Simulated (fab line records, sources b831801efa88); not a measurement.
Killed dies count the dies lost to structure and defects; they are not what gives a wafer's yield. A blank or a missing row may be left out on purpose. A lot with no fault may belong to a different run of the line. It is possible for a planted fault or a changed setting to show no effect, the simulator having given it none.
fab line records | flow sky130
[record] lots = 12 | wafers = 36 | lastDay = 50
route steps=708 shown SD_P@331 RES_XHIGH@340 SD_N@349 PAD_OPEN@708
lots that met no fault: from a run of the same line without faults
startH: hours from the record's first day to the start of the lot's first wafer shown | waitH: hours elapsed since this lot's preceding step | " as in the row above | L1.1+2: several wafers, shown together as one row | - no value, or no start given | * or withheld: withheld | < > ~ a bound
route shown NAME@n: NAME is a module with steps in the file, n the number in the route of the first one | usual: average and standard deviation across the fault-free wafers | same: alike in all rows | chamber/n: place in a boat | sites: per-site readings | _std_site: the values' standard deviation | _edge_site: mean of outer sites minus mean of inner sites | radiusMm: how far each site lies from the wafer's centre | mask NAME#n: copy n | behind: the last tool/chamber to shape the wafer | hold: reason for holding the lot/hours on hold/outcome of the hold | device: transistor that didn't switch, given as n, p or np | end of line: the tests these same wafers got at the end of their route | for a step that has no rows: nothing shown but its recipe | killed: at the first sort, the dies lost to defects and structure; wafer yield is something else | map: shows each die of a wafer: x if killed, . if not, _ if none is there
set.NAME: the run value of the setting; set.NAME@STEP: its run value at that earlier step | model.NAME: the simulator's own value behind a step, which no gauge read
the route's steps for a sample of lots (tables are steps, rows are wafers)
services: a tool's chamber out of use, with start hour (startH, from the record's first day; less than 0 if before it), hours out, and reason
[[steps]]
[step SKY_SD_P_TW_MEAS_11]
[usual] SD_P_TW = 2824/13
lot.wafer | tool         | chamber | startH | waitH | SD_P_TW
L784.2    | filmMetro-03 | -       | 575.57 | 0.1   | 2828
L784.3    | "            | -       | "      | "     | 2834
L784.5    | "            | -       | "      | "     | 2849
L788.2    | filmMetro-03 | -       | 629.52 | 0.1   | 2820
L788.3    | "            | -       | "      | "     | 2814
L788.5    | "            | -       | "      | "     | 2820
L790.2    | filmMetro-01 | -       | 647.71 | 0.1   | 2812
L790.3    | "            | -       | "      | "     | 2812
L790.4    | "            | -       | "      | "     | 2805
L796.4    | filmMetro-01 | -       | 696.44 | 0.1   | 2827
L796.5    | "            | -       | "      | "     | 2822
L796.6    | "            | -       | "      | "     | 2819
L795.2    | filmMetro-03 | -       | 698.41 | 0.1   | 2828
L795.3    | "            | -       | "      | "     | 2829
L795.4    | "            | -       | "      | "     | 2805
L798.3    | filmMetro-03 | -       | 703.75 | 0.1   | 2819
L798.4    | "            | -       | "      | "     | 2836
L798.6    | "            | -       | "      | "     | 2816
L800.2    | filmMetro-01 | -       | 718.06 | 0.1   | 2820
L800.3    | "            | -       | "      | "     | 2828
L800.6    | "            | -       | "      | "     | 2822
L801.1    | filmMetro-01 | -       | 728.51 | 0.1   | 2809
L801.4    | "            | -       | "      | "     | 2821
L801.6    | "            | -       | "      | "     | 2813
L802.1    | filmMetro-02 | -       | 731.33 | 0.1   | 2829
L802.2    | "            | -       | "      | "     | 2824
L802.3    | "            | -       | "      | "     | 2830
L804.3    | filmMetro-01 | -       | 753.60 | 0.1   | 2820
L804.4    | "            | -       | "      | "     | 2825
L804.5    | "            | -       | "      | "     | 2829
L806.2    | filmMetro-03 | -       | 769.21 | 0.1   | 2843
L806.3    | "            | -       | "      | "     | 2835
L806.4    | "            | -       | "      | "     | 2837
L807.2    | filmMetro-01 | -       | 770.84 | 0.1   | 2807
L807.5    | "            | -       | "      | "     | 2817
L807.6    | "            | -       | "      | "     | 2810
[step SKY_RES_XHIGH_STRIP_08]
[recipe] chemistry = O2/N2 | powerW = 1400 | pressureMtorr = 1500 | platenTempC = withheld | o2FlowSccm = 3000 | n2FlowSccm = 300 | overashFraction = 0.5
[usual] drypumpMotorCurrentA = 5.7/0.51 | oesProductAu = 0.711/0.0045 | stripTimeToEndpointS = 14.27/0.047
lot.wafer | tool           | chamber | startH | waitH | drypumpMotorCurrentA | oesProductAu | rfHoursCounterH | stripTimeToEndpointS
L784.2    | plasmaAsher-01 | 1       | 605.03 | 0.1   | 6.3                  | 0.713        | 74              | 14.27
L784.3    | "              | 0       | "      | "     | 5.2                  | 0.712        | -               | 14.31
L784.5    | "              | 0       | "      | "     | 5.2                  | 0.711        | -               | 14.32
L788.2    | plasmaAsher-04 | 1       | 658.83 | 0.1   | 6.2                  | 0.704        | 57              | 14.27
L788.3    | "              | 1       | "      | "     | 6.2                  | 0.708        | -               | 14.24
L788.5    | "              | 0       | "      | "     | 4.9                  | 0.711        | -               | 14.27
L790.2    | plasmaAsher-04 | 1       | 676.30 | 0.1   | 6.2                  | 0.703        | 59              | 14.31
L790.3    | "              | 0       | "      | "     | 4.9                  | 0.712        | -               | 14.28
L790.4    | "              | 1       | "      | "     | 6.2                  | 0.710        | -               | 14.35
L796.4    | plasmaAsher-02 | 0       | 724.54 | 0.1   | 6.0                  | 0.707        | -               | 14.29
L796.5    | "              | 1       | "      | "     | 5.8                  | 0.706        | -               | 14.29
L796.6    | "              | 0       | "      | "     | 6.0                  | 0.718        | -               | 14.24
L795.2    | plasmaAsher-02 | 0       | 725.91 | 0.1   | 6.0                  | 0.716        | 103             | 14.28
L795.3    | "              | 1       | "      | "     | 5.8                  | 0.705        | -               | 14.25
L795.4    | "              | 0       | "      | "     | 6.0                  | 0.714        | -               | 14.29
L798.3    | plasmaAsher-02 | 1       | 731.78 | 0.1   | 5.8                  | 0.708        | -               | 14.21
L798.4    | "              | 0       | "      | "     | 5.9                  | 0.713        | -               | 14.19
L798.6    | "              | 1       | "      | "     | 5.8                  | 0.715        | -               | 14.22
L800.2    | plasmaAsher-01 | 0       | 744.95 | 0.1   | 5.2                  | 0.715        | 89              | 14.31
L800.3    | "              | 1       | "      | "     | 6.3                  | 0.713        | -               | 14.29
L800.6    | "              | 0       | "      | "     | 5.2                  | 0.718        | -               | 14.34
L801.1    | plasmaAsher-02 | 1       | 755.50 | 0.1   | 5.8                  | 0.706        | 1               | 14.18
L801.4    | "              | 1       | "      | "     | 5.8                  | 0.704        | -               | 14.15
L801.6    | "              | 0       | "      | "     | 6.0                  | 0.706        | -               | 14.19
L802.1    | plasmaAsher-02 | 1       | 758.13 | 0.1   | 5.8                  | 0.707        | 1               | 14.30
L802.2    | "              | 0       | "      | "     | 6.0                  | 0.709        | 1               | 14.26
L802.3    | "              | 1       | "      | "     | 5.8                  | 0.711        | -               | 14.27
L804.3    | plasmaAsher-04 | 0       | 780.04 | 0.1   | 4.8                  | 0.711        | -               | 14.26
L804.4    | "              | 1       | "      | "     | 6.2                  | 0.707        | -               | 14.32
L804.5    | "              | 0       | "      | "     | 4.8                  | 0.713        | -               | 14.29
L806.2    | plasmaAsher-04 | 1       | 794.73 | 0.1   | 6.2                  | 0.712        | 71              | 14.30
L806.3    | "              | 1       | "      | "     | 6.1                  | 0.713        | -               | 14.25
L806.4    | "              | 0       | "      | "     | 4.8                  | 0.713        | -               | 14.28
L807.2    | plasmaAsher-01 | 0       | 797.36 | 0.1   | 5.2                  | 0.717        | 93              | 14.24
L807.5    | "              | 0       | "      | "     | 5.2                  | 0.717        | -               | 14.27
L807.6    | "              | 1       | "      | "     | 6.3                  | 0.706        | -               | 14.29
[step SKY_SD_N_CD_MEAS_07]
[recipe] targetCdNm = 380
[usual] cdNm = 380.6/2.6
lot.wafer | tool     | chamber | startH | waitH | cdNm
L784.2    | cdSem-02 | -       | 633.50 | 0.1   | 375.8
L784.3    | "        | -       | "      | "     | 374.0
L784.5    | "        | -       | "      | "     | 373.9
L788.2    | cdSem-02 | -       | 687.52 | 0.1   | 383.3
L788.3    | "        | -       | "      | "     | 379.9
L788.5    | "        | -       | "      | "     | 381.0
L790.2    | cdSem-01 | -       | 704.75 | 0.1   | 379.9
L790.3    | "        | -       | "      | "     | 381.9
L790.4    | "        | -       | "      | "     | 381.1
L796.4    | cdSem-01 | -       | 751.39 | 0.1   | 381.0
L796.5    | "        | -       | "      | "     | 380.5
L796.6    | "        | -       | "      | "     | 380.6
L795.2    | cdSem-01 | -       | 753.10 | 0.1   | 380.1
L795.3    | "        | -       | "      | "     | 376.0
L795.4    | "        | -       | "      | "     | 379.7
L798.3    | cdSem-02 | -       | 758.32 | 0.1   | 381.9
L798.4    | "        | -       | "      | "     | 382.9
L798.6    | "        | -       | "      | "     | 384.3
L800.2    | cdSem-01 | -       | 771.82 | 0.1   | 378.4
L800.3    | "        | -       | "      | "     | 379.1
L800.6    | "        | -       | "      | "     | 378.6
L801.1    | cdSem-01 | -       | 781.53 | 0.1   | 380.2
L801.4    | "        | -       | "      | "     | 380.4
L801.6    | "        | -       | "      | "     | 377.5
L802.1    | cdSem-01 | -       | 784.93 | 0.1   | 379.1
L802.2    | "        | -       | "      | "     | 377.7
L802.3    | "        | -       | "      | "     | 378.3
L804.3    | cdSem-01 | -       | 807.12 | 0.1   | 386.8
L804.4    | "        | -       | "      | "     | 386.9
L804.5    | "        | -       | "      | "     | 385.0
L806.2    | cdSem-01 | -       | 822.25 | 0.1   | 384.1
L806.3    | "        | -       | "      | "     | 382.0
L806.4    | "        | -       | "      | "     | 380.0
L807.2    | cdSem-01 | -       | 824.20 | 0.1   | 380.4
L807.5    | "        | -       | "      | "     | 383.4
L807.6    | "        | -       | "      | "     | 383.0
[step SKY_SD_N_IMPLANT_09]
[recipe] species = As | energyKev = 50 | doseCm2 = 4e+15 | tiltDeg = 0
lot.wafer  | tool         | chamber | startH | waitH
L784.2+3+5 | implanter-02 | 0       | 633.66 | 0.0
L788.2+3+5 | implanter-01 | 0       | 687.68 | 0.0
L790.2+3+4 | implanter-02 | 0       | 704.91 | 0.0
L796.4+5+6 | implanter-01 | 0       | 751.56 | 0.1
L795.2+3+4 | implanter-01 | 0       | 753.26 | 0.0
L798.3+4+6 | implanter-01 | 0       | 758.49 | 0.1
L800.2+3+6 | implanter-03 | 0       | 771.98 | 0.0
L801.1+4+6 | implanter-03 | 0       | 781.68 | 0.0
L802.1+2+3 | implanter-02 | 0       | 785.08 | 0.0
L804.3+4+5 | implanter-03 | 0       | 807.29 | 0.1
L806.2+3+4 | implanter-02 | 0       | 822.41 | 0.0
L807.2+5+6 | implanter-03 | 0       | 824.36 | 0.0
[step SKY_SD_N_STRIP_11]
[recipe] chemistry = O2/N2 | powerW = 1400 | pressureMtorr = 1500 | platenTempC = withheld | o2FlowSccm = 3000 | n2FlowSccm = 300 | overashFraction = 0.5
[usual] drypumpMotorCurrentA = 5.6/0.6 | oesProductAu = 0.527/0.0044 | stripTimeToEndpointS = 22.54/0.048
lot.wafer | tool           | chamber | startH | waitH | drypumpMotorCurrentA | oesProductAu | rfHoursCounterH | stripTimeToEndpointS
L784.2    | plasmaAsher-04 | 1       | 633.94 | 0.1   | 6.2                  | 0.522        | 55              | 22.59
L784.3    | "              | 0       | "      | "     | 4.8                  | 0.526        | -               | 22.62
L784.5    | "              | 0       | "      | "     | 4.8                  | 0.522        | -               | 22.62
L788.2    | plasmaAsher-01 | 1       | 687.95 | 0.1   | 6.2                  | 0.537        | 82              | 22.53
L788.3    | "              | 0       | "      | "     | 5.2                  | 0.525        | -               | 22.52
L788.5    | "              | 0       | "      | "     | 5.2                  | 0.530        | -               | 22.54
L790.2    | plasmaAsher-01 | 0       | 705.18 | 0.1   | 5.1                  | 0.525        | 84              | 22.56
L790.3    | "              | 1       | "      | "     | 6.3                  | 0.536        | -               | 22.58
L790.4    | "              | 0       | "      | "     | 5.2                  | 0.526        | -               | 22.58
L796.4    | plasmaAsher-04 | 0       | 751.81 | 0.1   | 4.9                  | 0.527        | -               | 22.54
L796.5    | "              | 0       | "      | "     | 4.9                  | 0.529        | -               | 22.54
L796.6    | "              | 1       | "      | "     | 6.2                  | 0.526        | -               | 22.56
L795.2    | plasmaAsher-03 | 0       | 753.54 | 0.1   | 4.8                  | 0.529        | 31              | 22.24
L795.3    | "              | 1       | "      | "     | 5.9                  | 0.532        | -               | 22.28
L795.4    | "              | 0       | "      | "     | 4.8                  | 0.530        | -               | 22.26
L798.3    | plasmaAsher-01 | 1       | 758.77 | 0.1   | 6.3                  | 0.536        | -               | 22.24
L798.4    | "              | 0       | "      | "     | 5.1                  | 0.538        | -               | 22.27
L798.6    | "              | 1       | "      | "     | 6.3                  | 0.530        | -               | 22.26
L800.2    | plasmaAsher-04 | 0       | 772.25 | 0.1   | 4.9                  | 0.525        | 69              | 22.53
L800.3    | "              | 1       | "      | "     | 6.2                  | 0.524        | -               | 22.51
L800.6    | "              | 1       | "      | "     | 6.2                  | 0.531        | -               | 22.53
L801.1    | plasmaAsher-03 | 0       | 781.98 | 0.1   | 4.8                  | 0.531        | 34              | 22.48
L801.4    | "              | 1       | "      | "     | 5.9                  | 0.526        | -               | 22.52
L801.6    | "              | 1       | "      | "     | 5.8                  | 0.521        | -               | 22.52
L802.1    | plasmaAsher-03 | 1       | 785.38 | 0.1   | 5.9                  | 0.522        | 34              | 22.50
L802.2    | "              | 0       | "      | "     | 4.8                  | 0.529        | 34              | 22.47
L802.3    | "              | 1       | "      | "     | 5.8                  | 0.529        | -               | 22.53
L804.3    | plasmaAsher-03 | 1       | 807.57 | 0.1   | 5.8                  | 0.528        | -               | 22.48
L804.4    | "              | 0       | "      | "     | 4.8                  | 0.519        | -               | 22.48
L804.5    | "              | 0       | "      | "     | 4.8                  | 0.532        | -               | 22.53
L806.2    | plasmaAsher-04 | 1       | 822.68 | 0.1   | 6.2                  | 0.540        | 74              | 22.57
L806.3    | "              | 0       | "      | "     | 4.8                  | 0.535        | -               | 22.56
L806.4    | "              | 1       | "      | "     | 6.2                  | 0.527        | -               | 22.59
L807.2    | plasmaAsher-04 | 1       | 824.64 | 0.1   | 6.2                  | 0.529        | 74              | 22.55
L807.5    | "              | 1       | "      | "     | 6.2                  | 0.528        | -               | 22.58
L807.6    | "              | 0       | "      | "     | 4.9                  | 0.523        | -               | 22.52
[step SKY_SD_N_RS_MEAS_16]
[recipe] thkMeasGauge = four-point-probe
[usual] SD_N_RS = 68.58/0.11
lot.wafer | tool         | chamber | startH | waitH | hold                    | SD_N_RS[ohm/sq]
L784.2    | filmMetro-03 | -       | 634.34 | 0.1   | -                       | 68.55
L784.3    | "            | -       | "      | "     | -                       | 68.64
L784.5    | "            | -       | "      | "     | -                       | 68.56
L788.2    | filmMetro-01 | -       | 688.36 | 0.1   | -                       | 68.49
L788.3    | "            | -       | "      | "     | -                       | 68.61
L788.5    | "            | -       | "      | "     | -                       | 68.54
L790.2    | filmMetro-01 | -       | 705.61 | 0.1   | -                       | 68.58
L790.3    | "            | -       | "      | "     | -                       | 68.63
L790.4    | "            | -       | "      | "     | -                       | 68.56
L796.4    | filmMetro-01 | -       | 752.23 | 0.1   | -                       | 68.63
L796.5    | "            | -       | "      | "     | -                       | 68.41
L796.6    | "            | -       | "      | "     | -                       | 68.52
L795.2    | filmMetro-02 | -       | 753.95 | 0.1   | awaitDispo/0.2h/release | 69.21
L795.3    | "            | -       | "      | "     | awaitDispo/0.2h/release | 69.23
L795.4    | "            | -       | "      | "     | awaitDispo/0.2h/release | 69.16
L795.2    | filmMetro-02 | -       | 754.31 | 0.3   | -                       | 69.24
L795.3    | "            | -       | "      | "     | -                       | 69.18
L795.4    | "            | -       | "      | "     | -                       | 69.23
L798.3    | filmMetro-03 | -       | 759.17 | 0.1   | awaitDispo/0.2h/release | 69.41
L798.4    | "            | -       | "      | "     | awaitDispo/0.2h/release | 69.21
L798.6    | "            | -       | "      | "     | awaitDispo/0.2h/release | 69.26
L798.3    | filmMetro-03 | -       | 759.53 | 0.3   | -                       | 69.41
L798.4    | "            | -       | "      | "     | -                       | 69.34
L798.6    | "            | -       | "      | "     | -                       | 69.09
L800.2    | filmMetro-03 | -       | 772.66 | 0.1   | -                       | 68.82
L800.3    | "            | -       | "      | "     | -                       | 68.73
L800.6    | "            | -       | "      | "     | -                       | 68.62
L801.1    | filmMetro-01 | -       | 782.36 | 0.1   | -                       | 68.47
L801.4    | "            | -       | "      | "     | -                       | 68.39
L801.6    | "            | -       | "      | "     | -                       | 68.50
L802.1    | filmMetro-02 | -       | 785.76 | 0.1   | -                       | 68.55
L802.2    | "            | -       | "      | "     | -                       | 68.63
L802.3    | "            | -       | "      | "     | -                       | 68.58
L804.3    | filmMetro-03 | -       | 807.96 | 0.1   | -                       | 68.70
L804.4    | "            | -       | "      | "     | -                       | 68.54
L804.5    | "            | -       | "      | "     | -                       | 68.49
L806.2    | filmMetro-02 | -       | 823.08 | 0.1   | -                       | 68.67
L806.3    | "            | -       | "      | "     | -                       | 68.50
L806.4    | "            | -       | "      | "     | -                       | 68.52
L807.2    | filmMetro-03 | -       | 825.04 | 0.1   | -                       | 68.57
L807.5    | "            | -       | "      | "     | -                       | 68.55
L807.6    | "            | -       | "      | "     | -                       | 68.65
[step SKY_PAD_OPEN_PROBE_99]
[usual] killed_at_M0_to_M3 = 44/7.5 | killed_at_M4_up = 2.9/1.8 | killedAtContacts = 24/5.1 | killedAtFrontEnd = 16/4.7 | killedAtOther = 0.3/0.46 | killedDies = 87/9.9 | killedOpen = 47/8 | killedShort = 39/6.3
[same] grossDies = 492 | killedAtBackSide = 0
lot.wafer | tool      | chamber | startH  | waitH | killed_at_M0_to_M3 | killed_at_M4_up | killedAtContacts | killedAtFrontEnd | killedAtOther | killedDies | killedOpen | killedShort
L798.3    | prober-01 | -       | 1156.10 | 0.2   | 41                 | 2               | 21               | 23               | 1             | 88         | 52         | 35
L798.4    | prober-01 | -       | 1156.15 | 0.2   | 39                 | 2               | 16               | 11               | 0             | 68         | 33         | 35
L798.6    | prober-01 | -       | 1156.25 | 0.2   | 53                 | 5               | 20               | 19               | 0             | 97         | 52         | 43
L800.2    | prober-01 | -       | 1167.25 | 0.1   | 57                 | 3               | 22               | 15               | 0             | 97         | 57         | 40
L800.3    | prober-01 | -       | 1167.30 | 0.2   | 49                 | 3               | 20               | 9                | 0             | 81         | 50         | 31
L800.6    | prober-01 | -       | 1167.45 | 0.2   | 41                 | 3               | 15               | 18               | 0             | 77         | 43         | 34
L802.1    | prober-01 | -       | 1174.47 | 0.1   | 32                 | 3               | 24               | 19               | 0             | 78         | 36         | 42
L802.2    | prober-01 | -       | 1174.52 | 0.1   | 49                 | 2               | 23               | 16               | 0             | 90         | 59         | 31
L802.3    | prober-01 | -       | 1174.57 | 0.2   | 44                 | 3               | 29               | 21               | 1             | 98         | 57         | 41
L804.3    | prober-01 | -       | 1190.75 | 0.2   | 46                 | 4               | 25               | 13               | 1             | 89         | 55         | 34
L804.4    | prober-01 | -       | 1190.80 | 0.2   | 49                 | 1               | 33               | 15               | 0             | 98         | 58         | 40
L804.5    | prober-01 | -       | 1190.85 | 0.2   | 46                 | 2               | 27               | 14               | 1             | 90         | 45         | 44
// killed by level:class
L798.3 VIA1:geometricParticle:open=10 FIELD_ISO:geometricParticle:short=8 LI_CONTACT:geometricParticle:open=8 VIA3:geometricParticle:open=7 CONTACT:geometricParticle:open=6 FIELD_ISO:geometricParticle:open=5 VIA2:geometricParticle:open=5 METAL2:geometricParticle:short=4
L798.4 METAL2:geometricParticle:short=10 CONTACT:geometricParticle:open=8 FIELD_ISO:geometricParticle:open=7 VIA2:geometricParticle:open=5 VIA1:geometricParticle:open=4 VIA2:geometricParticle:short=4 FIELD_ISO:geometricParticle:short=3 METAL3:geometricParticle:short=3
L798.6 VIA1:geometricParticle:open=14 METAL2:geometricParticle:short=10 CONTACT:geometricParticle:open=9 LI_CONTACT:geometricParticle:open=7 FIELD_ISO:geometricParticle:short=6 FIELD_ISO:geometricParticle:open=6 METAL1:geometricParticle:short=6 VIA2:geometricParticle:open=5
L800.2 VIA1:geometricParticle:open=16 VIA2:geometricParticle:open=11 CONTACT:geometricParticle:open=10 VIA3:geometricParticle:open=9 FIELD_ISO:geometricParticle:short=6 VIA1:geometricParticle:short=4 LOCAL_INTERCONNECT:geometricParticle:short=4 METAL2:geometricParticle:short=4
L800.3 VIA3:geometricParticle:open=12 VIA1:geometricParticle:open=10 VIA2:geometricParticle:open=9 METAL1:geometricParticle:short=6 LI_CONTACT:geometricParticle:short=4 LI_CONTACT:geometricParticle:open=4 LOCAL_INTERCONNECT:geometricParticle:open=4 LOCAL_INTERCONNECT:geometricParticle:short=4
L800.6 VIA1:geometricParticle:open=11 METAL1:geometricParticle:short=7 VIA3:geometricParticle:open=7 POLY_GATE:geometricParticle:open=6 LI_CONTACT:geometricParticle:open=6 FIELD_ISO:geometricParticle:short=4 METAL2:geometricParticle:short=4 VIA3:geometricParticle:short=3
L802.1 CONTACT:geometricParticle:open=9 POLY_GATE:geometricParticle:short=6 LI_CONTACT:geometricParticle:open=6 VIA2:geometricParticle:short=6 FIELD_ISO:geometricParticle:open=5 VIA1:geometricParticle:short=5 VIA1:geometricParticle:open=5 CONTACT:geometricParticle:short=4
L802.2 VIA1:geometricParticle:open=16 CONTACT:geometricParticle:open=12 METAL1:geometricParticle:short=7 VIA2:geometricParticle:open=6 VIA3:geometricParticle:open=6 FIELD_ISO:geometricParticle:open=4 FIELD_ISO:geometricParticle:short=4 POLY_GATE:geometricParticle:open=4
L802.3 VIA1:geometricParticle:open=18 CONTACT:geometricParticle:open=13 LI_CONTACT:geometricParticle:open=7 POLY_GATE:geometricParticle:open=6 CONTACT:geometricParticle:short=6 METAL2:geometricParticle:short=6 VIA3:geometricParticle:open=6 FIELD_ISO:geometricParticle:short=5
L804.3 VIA1:geometricParticle:open=14 CONTACT:geometricParticle:open=9 VIA2:geometricParticle:open=6 LOCAL_INTERCONNECT:geometricParticle:short=5 VIA3:geometricParticle:short=5 VIA3:geometricParticle:open=5 LI_CONTACT:geometricParticle:open=4 CONTACT:geometricParticle:short=4
L804.4 CONTACT:geometricParticle:open=18 VIA2:geometricParticle:open=12 VIA1:geometricParticle:open=8 LI_CONTACT:geometricParticle:open=7 VIA1:geometricParticle:short=7 METAL2:geometricParticle:short=6 POLY_GATE:geometricParticle:short=5 CONTACT:geometricParticle:short=5
L804.5 CONTACT:geometricParticle:open=11 VIA3:geometricParticle:open=9 LI_CONTACT:geometricParticle:open=7 VIA1:geometricParticle:short=6 VIA1:geometricParticle:open=6 POLY_GATE:geometricParticle:open=5 METAL1:geometricParticle:short=5 CONTACT:geometricParticle:short=5
[[services]]
tool           | chamber | startH | hours | kind
plasmaAsher-02 | -       | 586.94 | 1.7   | repair
implanter-01   | -       | 593.57 | 13.9  | pm
implanter-03   | -       | 595.05 | 4.5   | pm
implanter-02   | -       | 609.89 | 1.9   | repair
implanter-02   | -       | 617.78 | 1.8   | repair
implanter-01   | -       | 660.33 | 6.0   | pm
plasmaAsher-02 | -       | 715.90 | 0.7   | repair
implanter-01   | -       | 732.96 | 0.8   | repair
plasmaAsher-02 | -       | 733.75 | 9.0   | pm
plasmaAsher-02 | 0       | 733.75 | 9.0   | ventCycle
plasmaAsher-02 | 1       | 733.75 | 9.0   | ventCycle
plasmaAsher-02 | 0       | 742.75 | -     | clean
plasmaAsher-02 | 1       | 742.75 | -     | clean
plasmaAsher-01 | -       | 768.38 | 1.8   | repair
[[key]]
[firstSign] step = SKY_SD_N_STRIP_11 | reading = stripTimeToEndpointS | direction = down | sigmas = 6 | usual = * | struck = *
[effect] step = SKY_SD_N_RS_MEAS_16 | reading = visit | direction = added
[effect] step = SKY_SD_N_RS_MEAS_16 | reading = SD_N_RS | direction = up | sigmas = 6 | usual = 68.58 | struck = 69.25
metAt SKY_SD_N_IMPLANT_09
struckLots L795,L798
testerLeftOut L795,L798
notActingAt SKY_SD_P_TW_MEAS_11,SKY_RES_XHIGH_STRIP_08,SKY_SD_N_CD_MEAS_07
onsetBetween 751.56 753.26
[fault] kind = processParameterDrift | tool = implanter-01 | chamber = - | onsetH = 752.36 | steps = SKY_SD_N_IMPLANT_09 | channel = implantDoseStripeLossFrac | offset = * | shape = step | endH = 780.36
// testerLeftOut: of these lots the tester's yield and bins aren't shown, on N5 and GAA mostly nor the transistor test; their killed dies are dies lost to structure and defects alone, not to doping, threshold or leakage, so they don't give the yield
